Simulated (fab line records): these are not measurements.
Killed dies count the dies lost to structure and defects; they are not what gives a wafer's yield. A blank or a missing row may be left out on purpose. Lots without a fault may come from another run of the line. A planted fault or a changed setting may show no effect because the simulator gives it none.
fab line records	flow sky130
record: lots: 6	wafers: 18	last_day: 50
route steps=708 shown VIA1@460 PAD_OPEN@708
lots untouched by any fault: they come from a run of this same line in which no faults occurred
start_h: the number of hours between the record's first day and the start of the first shown wafer of the lot	wait_h: hours elapsed since this lot's preceding step	" identical to the entry in the row above	L1.1+2: one row covering several wafers at once	- value missing, or start not given	* or withheld: withheld	< > ~ a bound
route shown NAME@n: names a module that has steps shown in the file, with the first one's number in the route	usual: mean/standard deviation taken from wafers without a fault	same: alike in all rows	chamber/n: place in a boat	sites: the reading at each site	_std_site: the values' standard deviation	_edge_site: the outer-site mean with the inner-site mean subtracted	radius_mm: how far each site lies from the wafer's centre	mask NAME#n: copy n	behind: the tool/chamber that last shaped the wafer	hold: reason for holding the lot/hours on hold/outcome of the hold	device: the n, p or np transistor that did not switch	end of line: the same wafers' tests at the end of the route	for a step that has no rows: nothing shown but its recipe	killed: dies lost to structure and defects at the first sort, not the wafer's yield	map: per-die view of a wafer (x killed, . not killed, _ where there is no die)
set.NAME: the setting as run; set.NAME@STEP: as run at that earlier step	model.NAME: the simulator's own value behind a step, which no gauge read
lots at some steps of the route; a table a step, a row a wafer
services: the hour from which a tool's chamber was out of use, counted from the record's first day as start_h (under 0 if before that day), plus the number of hours and why
== steps ==
step: SKY_VIA1_CMP_02
recipe: material: SiO2	down_force_psi: 4	platen_rpm: 60	pad_velocity_m_s: 0.94248
usual: motor_current_A: 12.1/1.3	retaining_ring_pressure_frac: 1.001/0.0053
lot.wafer	tool	chamber	start_h	wait_h	motor_current_A	retaining_ring_pressure_frac
L385.2	cmp-01	2	780.34	0.0	11.6	0.997
L385.1	"	3	"	"	11.4	1.007
L385.6	"	3	"	"	11.6	0.998
L386.1	cmp-01	1	782.69	0.1	14.1	1.005
L386.3	"	2	"	"	11.6	1.004
L386.2	"	0	"	"	10.7	0.996
L398.2	cmp-01	0	896.74	0.0	10.7	1.008
L398.1	"	1	"	"	13.5	0.999
L398.4	"	2	"	"	11.4	1.004
L400.1	cmp-01	0	902.41	0.1	11.2	0.998
L400.2	"	1	"	"	14.8	1.004
L400.5	"	1	"	"	14.6	1.004
L403.4	cmp-01	0	913.31	0.0	11.0	1.006
L403.2	"	1	"	"	13.3	1.001
L403.1	"	2	"	"	11.3	1.004
L405.2	cmp-02	1	934.49	0.1	11.7	1.004
L405.6	"	3	"	"	13.4	1.010
L405.5	"	0	"	"	10.5	1.002
step: SKY_VIA1_BOW_MEAS_03
recipe: mode: bow
usual: VIA1_BOW: 80/7.1
lot.wafer	tool	chamber	start_h	wait_h	VIA1_BOW[um]
L385.1	film_metro-02	-	780.64	0.2	78
L385.2	"	-	"	"	86
L385.6	"	-	"	"	73
L386.1	film_metro-01	-	782.99	0.2	89
L386.2	"	-	"	"	85
L386.3	"	-	"	"	73
L398.1	film_metro-03	-	897.04	0.2	94
L398.2	"	-	"	"	84
L398.4	"	-	"	"	84
L400.1	film_metro-01	-	902.71	0.2	84
L400.2	"	-	"	"	87
L400.5	"	-	"	"	93
L403.1	film_metro-03	-	913.61	0.1	83
L403.2	"	-	"	"	87
L403.4	"	-	"	"	69
L405.2	film_metro-01	-	934.71	0.2	81
L405.5	"	-	"	"	94
L405.6	"	-	"	"	75
step: SKY_VIA1_DEHYDRATE_04
recipe: temp_c: 200	time_s: 60
step: SKY_VIA1_HMDS_05
recipe: prime_time_s: 60	prime_temp_c: 120
step: SKY_VIA1_COAT_06
recipe: resist: BARC	temp_c: withheld	time_s: withheld	spin_rpm: 3000	resist_thk_nm: 60
step: SKY_VIA1_COAT_07
recipe: resist: KrF-thick	spin_rpm: 3000	resist_thk_nm: 450
step: SKY_VIA1_SOFTBAKE_08
recipe: temp_c: 100	time_s: 90	resist: KrF-thick
step: SKY_VIA1_EXPOSE_09
recipe: mask_id: VIM	na: 0.8	source_shape: annular	sigma_inner: 0.55	sigma_outer: 0.85	target_cd_nm: 150	dose_mj: 38
step: SKY_VIA1_PEB_10
recipe: peb_temp_c: withheld	peb_time_s: withheld	resist: KrF-thick
step: SKY_VIA1_DEVELOP_11
recipe: develop_time_s: 60	resist: KrF-thick	dev_temp_c: 21
step: SKY_VIA1_CD_MEAS_12
recipe: target_cd_nm: 150
usual: cd_nm: 150.2/1.9
lot.wafer	tool	chamber	start_h	wait_h	cd_nm
L385.1	cd_sem-02	-	806.86	-	149.4
L385.2	"	-	"	"	151.0
L385.6	"	-	"	"	151.7
L386.1	cd_sem-02	-	809.46	-	150.2
L386.2	"	-	"	"	151.0
L386.3	"	-	"	"	149.9
L398.1	cd_sem-01	-	922.01	-	150.4
L398.2	"	-	"	"	150.5
L398.4	"	-	"	"	152.2
L400.1	cd_sem-01	-	927.11	-	150.5
L400.2	"	-	"	"	150.6
L400.5	"	-	"	"	151.1
L403.1	cd_sem-02	-	938.01	-	150.6
L403.2	"	-	"	"	148.5
L403.4	"	-	"	"	150.1
L405.2	cd_sem-02	-	959.28	-	148.1
L405.5	"	-	"	"	149.3
L405.6	"	-	"	"	151.7
step: SKY_VIA1_OVL_MEAS_13
usual: VIA1_OVL: -5/5.8
lot.wafer	tool	chamber	start_h	wait_h	VIA1_OVL[nm]
L385.1	overlay-02	-	806.98	0.1	-7
L385.2	"	-	"	"	-11
L385.6	"	-	"	"	-10
L386.1	overlay-01	-	809.58	0.1	1
L386.2	"	-	"	"	-3
L386.3	"	-	"	"	-3
L398.1	overlay-02	-	922.13	0.1	-15
L398.2	"	-	"	"	-9
L398.4	"	-	"	"	-7
L400.1	overlay-02	-	927.23	0.1	-1
L400.2	"	-	"	"	-4
L400.5	"	-	"	"	4
L403.1	overlay-01	-	938.13	0.1	-4
L403.2	"	-	"	"	-15
L403.4	"	-	"	"	-7
L405.2	overlay-02	-	959.39	0.1	-14
L405.5	"	-	"	"	-7
L405.6	"	-	"	"	-13
step: SKY_VIA1_ETCH_14
recipe: chemistry: N2/H2	target: BARC	ion_energy_ev: 200	source_w: 500	bias_w: 100	pressure_mtorr: 30	n2_flow_sccm: 100	h2_flow_sccm: 200	stop_on: SiO2	time_s: 45.9	target_depth_a: 600
usual: bias_w: 100.02/0.28	chamber_pressure_mTorr: 30.002/0.024	drypump_motor_current_A: 5.6/0.48	oes_product_au: 0.855/0.0045	rf_fwd_power_W: 494.5/2.2	throttle_valve_pct: 13.224/0.009
lot.wafer	tool	chamber	start_h	wait_h	bias_w	chamber_pressure_mTorr	drypump_motor_current_A	oes_product_au	rf_fwd_power_W	rf_hours_counter_h	throttle_valve_pct	model.KrF-thick_of_VIA1_COAT_07.thk_nm
L385.1	rie_diel-02	2	807.01	0.0	100.62	30.033	5.7	0.854	496.4	6	13.225	393
L385.2	"	3	"	"	99.99	29.979	5.9	0.853	493.0	18	13.216	393.8
L385.6	"	2	"	"	100.70	30.000	5.7	0.858	495.3	-	13.220	392.2
L386.1	rie_diel-03	2	809.61	0.0	99.95	29.996	5.3	0.862	491.5	9	13.222	393.5
L386.2	"	0	"	"	100.08	29.989	6.5	0.855	496.1	7	13.212	394.7
L386.3	"	1	"	"	100.26	29.975	5.6	0.854	497.1	14	13.232	393.1
L398.1	rie_diel-03	2	922.16	0.0	-	-	-	-	-	-	-	435.4
L398.2	"	0	"	"	-	-	-	-	-	-	-	435.3
L398.4	"	3	"	"	-	-	-	-	-	-	-	435.2
L400.1	rie_diel-02	2	927.26	0.0	-	-	-	-	-	-	-	436.5
L400.2	"	1	"	"	-	-	-	-	-	-	-	437.4
L400.5	"	3	"	"	-	-	-	-	-	-	-	438
L403.1	rie_diel-02	0	938.16	0.0	99.50	30.021	5.2	0.856	491.1	8	13.222	393.2
L403.2	"	3	"	"	100.24	30.026	5.9	0.855	495.8	21	13.220	391.2
L403.4	"	2	"	"	100.32	30.001	5.7	0.853	496.4	9	13.218	392.4
L405.2	rie_diel-03	2	959.42	0.0	99.82	30.026	5.3	0.861	494.0	14	13.224	392.6
L405.5	"	0	"	"	100.59	30.018	6.6	0.851	497.7	-	13.219	391.8
L405.6	"	3	"	"	99.87	29.979	5.8	0.852	496.1	-	13.224	391.5
step: SKY_VIA1_ETCH_15
recipe: target: SiO2	chemistry: C4F8/O2/Ar	target_depth_nm: 351	stop_on: TiN	mask_material: KrF-thick	source_w: 1500	bias_w: 1200	pressure_mtorr: 40	c4f8_flow_sccm: withheld	O2_flow_sccm: 6	Ar_flow_sccm: 300	time_s: 54
usual: bias_w: 1200/3.3	chamber_pressure_mTorr: 40.01/0.035	oes_product_au: 0.982/0.0056	rf_fwd_power_W: 1485/5.9
lot.wafer	tool	chamber	start_h	wait_h	bias_w	chamber_pressure_mTorr	oes_product_au	rf_fwd_power_W	rf_hours_counter_h	model.KrF-thick_of_VIA1_COAT_07.thk_nm
L385.1	rie_diel-02	2	807.05	0.0	1200	40.07	0.986	1487	6	322.2
L385.2	"	3	"	"	1199	39.98	0.981	1491	18	323.6
L385.6	"	2	"	"	1202	40.01	0.982	1490	-	321.7
L386.1	rie_diel-03	2	809.65	0.0	1202	39.98	0.974	1487	9	325.1
L386.2	"	0	"	"	1199	39.96	0.976	1490	7	325.3
L386.3	"	1	"	"	1196	40.05	0.988	1498	14	323.4
L398.1	rie_diel-03	2	922.20	0.0	1206	40.00	0.374	1479	12	365.9
L398.2	"	0	"	"	1203	39.99	0.381	1485	10	364.5
L398.4	"	3	"	"	1197	40.00	0.380	1480	19	363.8
L400.1	rie_diel-02	2	927.30	0.0	1203	40.06	0.378	1492	9	365.4
L400.2	"	1	"	"	1196	39.97	0.377	1479	16	365.6
L400.5	"	3	"	"	1200	39.99	0.369	1491	-	367.6
L403.1	rie_diel-02	0	938.20	0.0	1203	39.98	0.983	1486	8	323.7
L403.2	"	3	"	"	1205	40.06	0.986	1487	21	320.8
L403.4	"	2	"	"	1197	39.98	0.988	1489	9	322.1
L405.2	rie_diel-03	2	959.46	0.0	1200	40.07	0.979	1488	14	322.7
L405.5	"	0	"	"	1198	40.04	0.980	1487	-	321.7
L405.6	"	3	"	"	1198	39.98	0.986	1482	-	321.6
step: SKY_VIA1_STRIP_16
recipe: chemistry: O2/N2	power_w: 1400	pressure_mtorr: 1500	platen_temp_c: withheld	o2_flow_sccm: 3000	n2_flow_sccm: 300	overash_fraction: 0.5
usual: drypump_motor_current_A: 5.7/0.49	o2_flow_sccm: 3000/8.9	oes_product_au: 0.416/0.0047	strip_time_to_endpoint_s: 4.464/0.022
lot.wafer	tool	chamber	start_h	wait_h	drypump_motor_current_A	o2_flow_sccm	oes_product_au	rf_hours_counter_h	strip_time_to_endpoint_s
L385.1	plasma_asher-03	0	807.10	0.0	6.4	3002	0.412	6	4.464
L385.2	"	1	"	"	5.4	3012	0.413	6	4.465
L385.6	"	1	"	"	5.4	3009	0.421	-	4.459
L386.1	plasma_asher-03	0	809.70	0.0	6.4	2994	0.420	6	4.500
L386.2	"	1	"	"	5.4	3004	0.415	6	4.506
L386.3	"	1	"	"	5.4	3005	0.416	-	4.480
L398.1	plasma_asher-02	1	922.25	0.0	5.6	2992	0.434	113	4.909
L398.2	"	0	"	"	4.9	3005	0.434	113	4.893
L398.4	"	1	"	"	5.6	2980	0.436	-	4.886
L400.1	plasma_asher-03	1	927.35	0.0	5.4	3005	0.431	17	4.915
L400.2	"	0	"	"	6.5	3009	0.427	17	4.913
L400.5	"	0	"	"	6.4	3018	0.439	-	4.924
L403.1	plasma_asher-04	1	938.25	0.0	5.8	2990	0.407	82	4.463
L403.2	"	0	"	"	5.6	2998	0.417	82	4.434
L403.4	"	0	"	"	5.6	2999	0.417	-	4.428
L405.2	plasma_asher-04	0	959.50	0.0	5.6	3006	0.422	84	4.452
L405.5	"	1	"	"	5.9	2992	0.413	-	4.439
L405.6	"	0	"	"	5.7	2991	0.417	-	4.456
step: SKY_VIA1_STRIP_17
recipe: chemistry: post_etch_residue_remover	time_s: 1200	temp_c: 72.5
step: SKY_PAD_OPEN_PROBE_99
usual: defect_limited_yield: 82.6/1.9	killed_at_M0_to_M3: 42/7.1	killed_at_M4_up: 3.3/1.9	killed_at_contacts: 24/5	killed_at_front_end: 15/4.7	killed_at_other: 0.3/0.61	killed_dies: 86/9.6	killed_on_rim: 17/3.8	killed_open: 47/7.5	killed_short: 38/6.6	sort_bin_3_pad_short: 0.9/0.42	sort_bin_5_function: 10.2/1.5	sort_bin_6_memory: 6.3/1.1	sort_n_pass: 406/9.6	sort_yield_pct: 82.6/1.9
same: gross_dies: 492	killed_at_back_side: 0	sort_bin_4_leakage[%]: 0	sort_bin_8_speed[%]: 0
lot.wafer	tool	chamber	start_h	wait_h	hold	defect_limited_yield[%]	killed_at_M0_to_M3	killed_at_M4_up	killed_at_contacts	killed_at_front_end	killed_at_other	killed_dies	killed_on_rim	killed_open	killed_short	sort_bin_3_pad_short[%]	sort_bin_5_function[%]	sort_bin_6_memory[%]	sort_n_pass	sort_yield_pct[%]
L385.1	prober-02	-	1087.35	0.1	-	83.9	40	3	27	9	0	79	16	47	32	0.8	9.6	5.7	413	83.9
L385.2	prober-02	-	1087.40	0.1	-	86.2	38	2	18	10	0	68	11	29	39	0.8	8.7	4.3	424	86.2
L385.6	prober-02	-	1087.60	0.2	-	79.9	46	3	34	16	0	99	17	56	43	1.2	11.6	7.3	393	79.9
L386.1	prober-01	-	1088.83	0.1	-	82.1	45	4	21	18	0	88	19	49	38	1.0	10.0	6.9	404	82.1
L386.2	prober-01	-	1088.88	0.1	-	81.1	38	1	32	22	0	93	15	50	43	0.8	8.7	9.3	399	81.1
L386.3	prober-01	-	1088.93	0.2	-	82.7	41	3	22	18	1	85	20	56	28	0.6	10.6	6.1	407	82.7
L398.1	prober-02	-	1175.77	0.1	await_dispo/1.3h/scrap	0	441	2	22	27	0	492	96	60	39	0.6	92.1	7.3	0	0
L398.2	prober-02	-	1175.82	0.1	await_dispo/1.3h/scrap	0	444	6	30	11	1	492	96	38	45	1.0	93.1	5.9	0	0
L398.4	prober-02	-	1175.92	0.2	await_dispo/1.3h/scrap	0	456	4	18	14	0	492	96	35	42	1.2	92.7	6.1	0	0
L400.1	prober-01	-	1177.27	0.1	await_dispo/3.6h/scrap	0	456	2	21	13	0	492	96	47	22	0.6	95.3	4.1	0	0
L400.2	prober-01	-	1177.32	0.1	await_dispo/3.6h/scrap	0	454	3	20	13	2	492	96	44	33	1.0	94.1	4.9	0	0
L400.5	prober-01	-	1177.47	0.2	await_dispo/3.6h/scrap	0	455	2	22	13	0	492	96	40	37	1.0	95.5	3.5	0	0
L403.1	prober-02	-	1184.42	0.1	-	84.1	34	0	29	15	0	78	18	50	27	0.8	9.8	5.3	414	84.1
L403.2	prober-02	-	1184.47	0.1	-	85.4	36	8	13	15	0	72	16	43	28	0.6	7.9	6.1	420	85.4
L403.4	prober-02	-	1184.57	0.2	-	80.1	48	3	29	18	0	98	19	64	33	0.2	12.2	7.5	394	80.1
L405.2	prober-02	-	1198.18	0.1	-	81.1	39	3	27	21	3	93	20	51	39	1.2	12.0	5.7	399	81.1
L405.5	prober-02	-	1198.33	0.2	-	82.5	43	5	17	20	1	86	21	33	52	0.4	11.2	5.9	406	82.5
L405.6	prober-02	-	1198.38	0.2	-	80.5	40	7	21	26	2	96	16	49	45	1.4	11.4	6.7	396	80.5
killed by level:class
L385.1 LI_CONTACT:geometric_particle:open=11 VIA2:geometric_particle:open=9 CONTACT:geometric_particle:open=8 METAL2:geometric_particle:short=7 CONTACT:geometric_particle:short=6 VIA1:geometric_particle:open=5 METAL1:geometric_particle:short=4 VIA2:geometric_particle:short=4
L385.2 METAL2:geometric_particle:short=7 CONTACT:geometric_particle:open=7 VIA1:geometric_particle:open=6 VIA1:geometric_particle:short=6 LI_CONTACT:geometric_particle:open=5 FIELD_ISO:geometric_particle:open=4 METAL1:geometric_particle:short=4 VIA3:geometric_particle:short=4
L385.6 CONTACT:geometric_particle:open=16 VIA1:geometric_particle:open=12 METAL2:geometric_particle:short=11 FIELD_ISO:geometric_particle:open=6 LI_CONTACT:geometric_particle:open=5 LOCAL_INTERCONNECT:geometric_particle:short=5 VIA2:geometric_particle:short=5 METAL1:geometric_particle:short=4
L386.1 CONTACT:geometric_particle:open=11 VIA3:geometric_particle:open=9 VIA1:geometric_particle:open=8 METAL2:geometric_particle:short=7 FIELD_ISO:geometric_particle:open=5 POLY_GATE:geometric_particle:open=4 CONTACT:geometric_particle:short=4 VIA2:geometric_particle:short=4
L386.2 CONTACT:geometric_particle:open=10 LI_CONTACT:geometric_particle:open=8 VIA1:geometric_particle:open=8 POLY_GATE:geometric_particle:short=7 VIA3:geometric_particle:open=7 FIELD_ISO:geometric_particle:open=6 LOCAL_INTERCONNECT:geometric_particle:short=6 VIA1:geometric_particle:short=5
L386.3 CONTACT:geometric_particle:open=12 VIA3:geometric_particle:open=11 VIA1:geometric_particle:open=8 VIA2:geometric_particle:open=6 METAL2:geometric_particle:short=6 POLY_GATE:geometric_particle:open=5 LI_CONTACT:geometric_particle:open=4 POLY_GATE:geometric_particle:short=3
L398.1 VIA1:area_etch=393 VIA1:geometric_particle:open=13 CONTACT:geometric_particle:open=11 LI_CONTACT:geometric_particle:open=7 VIA2:geometric_particle:open=7 POLY_GATE:geometric_particle:short=6 VIA3:geometric_particle:open=6 FIELD_ISO:geometric_particle:open=5
L398.2 VIA1:area_etch=409 LI_CONTACT:geometric_particle:open=8 CONTACT:geometric_particle:open=7 CONTACT:geometric_particle:short=7 VIA1:geometric_particle:open=6 METAL2:geometric_particle:short=6 LOCAL_INTERCONNECT:geometric_particle:short=5 VIA3:geometric_particle:open=5
L398.4 VIA1:area_etch=415 METAL2:geometric_particle:short=8 CONTACT:geometric_particle:open=6 POLY_GATE:geometric_particle:open=5 CONTACT:geometric_particle:short=5 VIA1:geometric_particle:open=5 METAL1:geometric_particle:short=5 VIA3:geometric_particle:open=5
L400.1 VIA1:area_etch=423 CONTACT:geometric_particle:open=8 LI_CONTACT:geometric_particle:open=7 VIA1:geometric_particle:open=7 VIA3:geometric_particle:open=7 SPACER:geometric_particle:open=4 METAL3:geometric_particle:short=4 VIA2:geometric_particle:open=4
L400.2 VIA1:area_etch=413 VIA1:geometric_particle:open=9 VIA2:geometric_particle:open=9 FIELD_ISO:geometric_particle:open=6 LI_CONTACT:geometric_particle:open=6 CONTACT:geometric_particle:open=5 VIA1:geometric_particle:short=5 METAL2:geometric_particle:short=5
L400.5 VIA1:area_etch=415 LI_CONTACT:geometric_particle:open=8 VIA2:geometric_particle:open=6 VIA1:geometric_particle:open=6 VIA1:geometric_particle:short=6 CONTACT:geometric_particle:short=5 CONTACT:geometric_particle:open=5 POLY_GATE:geometric_particle:open=4
L403.1 VIA2:geometric_particle:open=9 LI_CONTACT:geometric_particle:open=8 CONTACT:geometric_particle:open=8 VIA1:geometric_particle:open=6 LOCAL_INTERCONNECT:geometric_particle:short=5 VIA3:geometric_particle:open=5 SPACER:geometric_particle:open=4 METAL2:geometric_particle:short=4
L403.2 VIA2:geometric_particle:open=9 VIA1:geometric_particle:open=7 FIELD_ISO:geometric_particle:open=5 LI_CONTACT:geometric_particle:open=5 VIA3:geometric_particle:open=5 METAL1:geometric_particle:short=5 CONTACT:geometric_particle:open=3 VIA3:geometric_particle:short=3
L403.4 VIA1:geometric_particle:open=12 LI_CONTACT:geometric_particle:open=10 CONTACT:geometric_particle:open=10 VIA2:geometric_particle:open=9 VIA3:geometric_particle:open=7 FIELD_ISO:geometric_particle:open=6 FIELD_ISO:geometric_particle:short=4 LOCAL_INTERCONNECT:geometric_particle:short=4
L405.2 CONTACT:geometric_particle:open=10 LI_CONTACT:geometric_particle:open=7 VIA2:geometric_particle:open=7 VIA3:geometric_particle:open=7 POLY_GATE:geometric_particle:short=6 METAL2:geometric_particle:short=6 FIELD_ISO:geometric_particle:open=5 POLY_GATE:geometric_particle:open=5
L405.5 VIA1:geometric_particle:short=8 FIELD_ISO:geometric_particle:short=7 METAL1:geometric_particle:short=7 VIA2:geometric_particle:open=7 POLY_GATE:geometric_particle:short=6 POLY_GATE:geometric_particle:open=6 CONTACT:geometric_particle:short=5 VIA3:geometric_particle:open=5
L405.6 LI_CONTACT:geometric_particle:open=9 POLY_GATE:geometric_particle:short=8 POLY_GATE:geometric_particle:open=8 VIA2:geometric_particle:open=8 VIA1:geometric_particle:open=7 FIELD_ISO:geometric_particle:short=5 METAL1:geometric_particle:short=5 METAL2:geometric_particle:short=5
map L398.1 (x killed, . not)
__________xxxxxxxxxx_________
________xxxxxxxxxxxxxx_______
______xxxxxxxxxxxxxxxxxx_____
_____xxxxxxxxxxxxxxxxxxxx____
____xxxxxxxxxxxxxxxxxxxxxx___
___xxxxxxxxxxxxxxxxxxxxxxxx__
__xxxxxxxxxxxxxxxxxxxxxxxxxx_
_xxxxxxxxxxxxxxxxxxxxxxxxxxxx
_xxxxxxxxxxxxxxxxxxxxxxxxxxxx
_xxxxxxxxxxxxxxxxxxxxxxxxxxxx
_xxxxxxxxxxxxxxxxxxxxxxxxxxxx
_xxxxxxxxxxxxxxxxxxxxxxxxxxxx
_xxxxxxxxxxxxxxxxxxxxxxxxxxxx
_xxxxxxxxxxxxxxxxxxxxxxxxxxxx
_xxxxxxxxxxxxxxxxxxxxxxxxxxxx
__xxxxxxxxxxxxxxxxxxxxxxxxxx_
___xxxxxxxxxxxxxxxxxxxxxxxx__
____xxxxxxxxxxxxxxxxxxxxxx___
_____xxxxxxxxxxxxxxxxxxxx____
______xxxxxxxxxxxxxxxxxx_____
________xxxxxxxxxxxxxx_______
__________xxxxxxxxxx_________
map L400.1 (x killed, . not)
__________xxxxxxxxxx_________
________xxxxxxxxxxxxxx_______
______xxxxxxxxxxxxxxxxxx_____
_____xxxxxxxxxxxxxxxxxxxx____
____xxxxxxxxxxxxxxxxxxxxxx___
___xxxxxxxxxxxxxxxxxxxxxxxx__
__xxxxxxxxxxxxxxxxxxxxxxxxxx_
_xxxxxxxxxxxxxxxxxxxxxxxxxxxx
_xxxxxxxxxxxxxxxxxxxxxxxxxxxx
_xxxxxxxxxxxxxxxxxxxxxxxxxxxx
_xxxxxxxxxxxxxxxxxxxxxxxxxxxx
_xxxxxxxxxxxxxxxxxxxxxxxxxxxx
_xxxxxxxxxxxxxxxxxxxxxxxxxxxx
_xxxxxxxxxxxxxxxxxxxxxxxxxxxx
_xxxxxxxxxxxxxxxxxxxxxxxxxxxx
__xxxxxxxxxxxxxxxxxxxxxxxxxx_
___xxxxxxxxxxxxxxxxxxxxxxxx__
____xxxxxxxxxxxxxxxxxxxxxx___
_____xxxxxxxxxxxxxxxxxxxx____
______xxxxxxxxxxxxxxxxxx_____
________xxxxxxxxxxxxxx_______
__________xxxxxxxxxx_________
== services ==
tool	chamber	start_h	hours	kind
rie_diel-03	1	771.71	8.4	repair
cmp-02	-	780.18	1.8	repair
rie_diel-03	-	793.74	2.8	pm
rie_diel-03	2	803.69	2.5	repair
plasma_asher-03	-	807.92	1.5	repair
rie_diel-02	0	833.33	2.4	repair
plasma_asher-03	-	849.57	1.6	repair
rie_diel-03	2	859.13	13.1	repair
cmp-01	-	864.45	6.7	pm
rie_diel-03	0	866.71	5.2	repair
rie_diel-03	1	886.23	1.4	repair
plasma_asher-03	-	896.06	14.6	pm
cmp-02	-	896.10	2.9	repair
cmp-01	-	905.01	0.5	repair
rie_diel-02	0	907.76	5.6	repair
cmp-02	-	912.23	4.0	pm
cmp-02	-	913.34	1.3	repair
rie_diel-02	-	915.07	0.7	repair
rie_diel-03	-	915.80	1.6	repair
cmp-02	-	916.23	-	consumable_replace:conditioner
cmp-02	-	916.23	-	consumable_replace:pad
rie_diel-03	1	924.69	5.3	repair
rie_diel-03	-	955.30	0.3	repair
plasma_asher-02	-	959.31	0.7	repair
== key ==
first_sign: step: SKY_VIA1_ETCH_14	reading: tool_record	direction: missing
effect: step: SKY_VIA1_ETCH_15	reading: oes_product_au	direction: down	sigmas: 99+	usual: 0.982	struck: 0.377
effect: step: SKY_VIA1_STRIP_16	reading: strip_time_to_endpoint_s	direction: up	sigmas: 20	usual: *	struck: *
effect: step: SKY_PAD_OPEN_PROBE_99	reading: sort_bin_5_function	direction: up	sigmas: 58	usual: 10.2	struck: 93.8
model_effect: step: SKY_VIA1_ETCH_14	value: KrF-thick_of_VIA1_COAT_07.thk_nm	without: 392.9	struck: 436.3
model_effect: step: SKY_VIA1_ETCH_15	value: KrF-thick_of_VIA1_COAT_07.thk_nm	without: 322	struck: 365.5
more_kills_born_at: SKY_VIA1_ETCH_14@rie_diel-02: 1251	SKY_VIA1_ETCH_14@rie_diel-03: 1217
met_at SKY_VIA1_ETCH_14
struck_wafers L398.1,L398.2,L398.4,L400.1,L400.2,L400.5
later_rows_left_out L398.1,L398.2,L398.4,L400.1,L400.2,L400.5
onset_between 809.61 922.16
fault: kind: skipped_step_whole	tool: rie_diel-02,rie_diel-03	chamber: -	onset_h: 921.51	steps: SKY_VIA1_ETCH_14	scope: struck_lots_only
later_rows_left_out: the simulator's readings of these wafers behind a module that went badly wrong aren't trusted and aren't shown, but for the sort
